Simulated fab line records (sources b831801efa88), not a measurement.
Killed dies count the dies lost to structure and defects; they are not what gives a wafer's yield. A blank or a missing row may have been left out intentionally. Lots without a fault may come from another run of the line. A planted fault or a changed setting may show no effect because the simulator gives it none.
Which tool did it? -- flow gf180mcu -- 14 lots with 39 wafers sampled at 4 steps, on a route of 602 steps

== WHAT THE GAUGES READ, wafer by wafer ==
GF_PSD_RS_MEAS_14: a four-point-probe measurement.
lot,measured,on,NSD_RS (ohm/sq)
L363,day 14 00:50,filmMetro-01,46.10 46.24 46.18
L364,day 14 15:24,filmMetro-02,46.18 46.10 46.19
L365,day 14 17:49,filmMetro-01,46.09 46.16 46.11
L366,day 15 12:05,filmMetro-01,46.11 46.28 46.19
L368,day 16 08:27,filmMetro-01,46.09 46.19 46.12
L367,day 16 10:57,filmMetro-02,46.07 46.11 46.04
L370,day 17 02:36,filmMetro-04,46.14 46.27 46.14
L372,day 18 07:01,filmMetro-04,46.02 46.21 46.10
L373,day 18 07:20,filmMetro-04,46.09 46.18 46.19
L374,day 18 21:55,filmMetro-04,46.23 46.21 46.22
L380,day 20 07:44,filmMetro-04,46.18 46.09 46.31
L381,day 20 19:11,filmMetro-04,47.07 46.07
L382,day 20 23:48,filmMetro-01,47.41 46.01
L383,day 21 03:54,filmMetro-02,47.25 46.11

GF_V1_THK_MEAS_01.
lot,measured,on,V1_CVD_00_THK (nm)
L363,day 16 22:02,filmMetro-02,601 597 606
L364,day 17 14:57,filmMetro-03,594 602 586
L365,day 17 16:45,filmMetro-01,606 599 609
L366,day 18 11:50,filmMetro-02,607 600 608
L368,day 19 08:42,filmMetro-01,601 601 607
L367,day 19 09:59,filmMetro-01,596 600 599
L370,day 20 02:20,filmMetro-01,600 596 597
L372,day 21 10:35,filmMetro-01,599 600 605
L373,day 21 11:47,filmMetro-02,593 593 588
L374,day 22 02:50,filmMetro-02,599 606 597
L380,day 23 10:10,filmMetro-03,594 600 599
L381,day 23 21:34,filmMetro-02,600 592
L382,day 24 01:19,filmMetro-03,611 604
L383,day 24 05:36,filmMetro-01,587 588

== WHICH TOOL RAN EACH LOT (tool, then ch and the chambers of the sampled wafers, then the start) ==
lot,GF_VT_IMPLANT_STRIP_42,GF_NSD_IMPLANT_10
L363,"plasmaAsher-02 ch 0,1, day 7 11:11","implanter-02 ch 0, day 13 04:16"
L364,"plasmaAsher-04 ch 0,1, day 7 19:47","implanter-02 ch 0, day 13 18:04"
L365,"plasmaAsher-04 ch 0,1, day 7 21:56","implanter-03 ch 0, day 13 20:40"
L366,"plasmaAsher-03 ch 0,1, day 8 09:26","implanter-03 ch 0, day 14 13:37"
L368,"plasmaAsher-02 ch 0,1, day 9 04:35","implanter-02 ch 0, day 15 09:31"
L367,"plasmaAsher-03 ch 0,1, day 9 04:42","implanter-02 ch 0, day 15 12:10"
L370,"plasmaAsher-02 ch 0,1, day 9 19:32","implanter-02 ch 0, day 16 03:13"
L372,"plasmaAsher-02 ch 0,1, day 10 13:08","implanter-02 ch 0, day 17 07:04"
L373,"plasmaAsher-02 ch 0,1, day 10 17:00","implanter-01 ch 0, day 17 07:17"
L374,"plasmaAsher-04 ch 0,1, day 10 18:56","implanter-02 ch 0, day 17 12:41"
L380,"plasmaAsher-03 ch 0,1, day 12 08:05","implanter-01 ch 0, day 19 06:56"
L381,"plasmaAsher-02 ch 0,1, day 12 15:15","implanter-01 ch 0, day 19 17:52"
L382,"plasmaAsher-02 ch 1, day 12 23:11","implanter-01 ch 0, day 19 23:17"
L383,"plasmaAsher-03 ch 1, day 13 03:50","implanter-01 ch 0, day 20 02:55"
- GF_VT_IMPLANT_STRIP_42: strips in O2/N2.
- GF_NSD_IMPLANT_10

== WHAT THE TOOLS THEMSELVES READ (means of the sampled wafers that have a number; where no wafer has one, the mark that the record gives instead) ==
GF_VT_IMPLANT_STRIP_42.
lot,tool,drypumpMotorCurrentA (A),heaterPowerW (W),o2FlowSccm (sccm),oesProductAu (a.u.),stripTimeToEndpointS (s)
L363,plasmaAsher-02,5.9,301,2988,0.720,12.63
L364,plasmaAsher-04,5.6,307,3003,0.717,12.62
L365,plasmaAsher-04,5.6,307,2991,0.718,12.58
L366,plasmaAsher-03,5.6,402,3005,0.714,12.64
L368,plasmaAsher-02,5.9,292,2997,0.716,12.68
L367,plasmaAsher-03,5.6,370,3001,0.715,12.60
L370,plasmaAsher-02,5.9,292,3001,0.717,12.65
L372,plasmaAsher-02,5.9,296,3002,0.716,12.65
L373,plasmaAsher-02,5.9,297,2998,0.713,12.68
L374,plasmaAsher-04,5.2,299,3004,0.714,12.62
L380,plasmaAsher-03,5.6,406,2999,0.716,12.67
L381,plasmaAsher-02,6.0,296,3000,0.714,12.68
L382,plasmaAsher-02,6.0,292,2993,0.716,12.70
L383,plasmaAsher-03,5.5,333,2996,0.717,12.68

GF_NSD_IMPLANT_10.
lot,tool,beamOnS (s),faradayCurrentUA
L363,implanter-02,10.08,2767
L364,implanter-02,10.01,2788
L365,implanter-03,9.91,2808
L366,implanter-03,9.82,2837
L368,implanter-02,10.02,2786
L367,implanter-02,9.83,2827
L370,implanter-02,9.86,2833
L372,implanter-02,10.06,2768
L373,implanter-01,10.10,2763
L374,implanter-02,10.26,2708
L380,implanter-01,9.94,2799
L381,implanter-01,8.88,3164
L382,implanter-01,8.96,3146
L383,implanter-01,8.93,3148

== THE ANSWER, worked out from the rows above alone ==
Rule: the usual values come from the lots themselves. Put in order of their means at a reading, lots are off if they are a third of the lots or fewer, leave a main group of 4 or more, and stand apart from it by a gap of 3 or more times the standard deviation of the main group's means; of several such gaps the widest counts. A main group is skipped when, at the precision printed for the reading in the tables above, its means are all equal. A lot without any number at a reading at which 4 lots or more have one is off too. Any other lot the step has rows for is counted as sound. Order of review: gauges by route order, followed by the tools' own readings, for which a lot's mean as printed above is used. The first step at which some lot is off is used, and at that step the reading that is off furthest; a lot without a number counts as furthest.
Off: L381, L382, L383, at GF_PSD_RS_MEAS_14 (NSD_RS). The main group: mean 46.16 ohm/sq, standard deviation 0.041.
If a tool, at a process step before that reading, ran all the lots that are off and no sound lot after the first of them, it fits. The gauges at GF_PSD_RS_MEAS_14 aren't tried: what is off there is off at GF_NSD_IMPLANT_10 too, on other tools, and a gauge's error can't cause that. One fits: implanter-01 at GF_NSD_IMPLANT_10. Its last sound lot is L380 (day 19 06:56), its first lot that is off L381 (day 19 17:52): a fault that began between those two fits.
The tool's own readings at GF_NSD_IMPLANT_10 bear it out: on the lots that are off they differ by more than 5 times the standard deviation of the sound lots' means. beamOnS reads 8.92 s there against 9.99 s on the sound lots; faradayCurrentUA reads 3153 there against 2789 on the sound lots.

== WHAT THE SIMULATOR PUT IN ==
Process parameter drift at GF_NSD_IMPLANT_10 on implanter-01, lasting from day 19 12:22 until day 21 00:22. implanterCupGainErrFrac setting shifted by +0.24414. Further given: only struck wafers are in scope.
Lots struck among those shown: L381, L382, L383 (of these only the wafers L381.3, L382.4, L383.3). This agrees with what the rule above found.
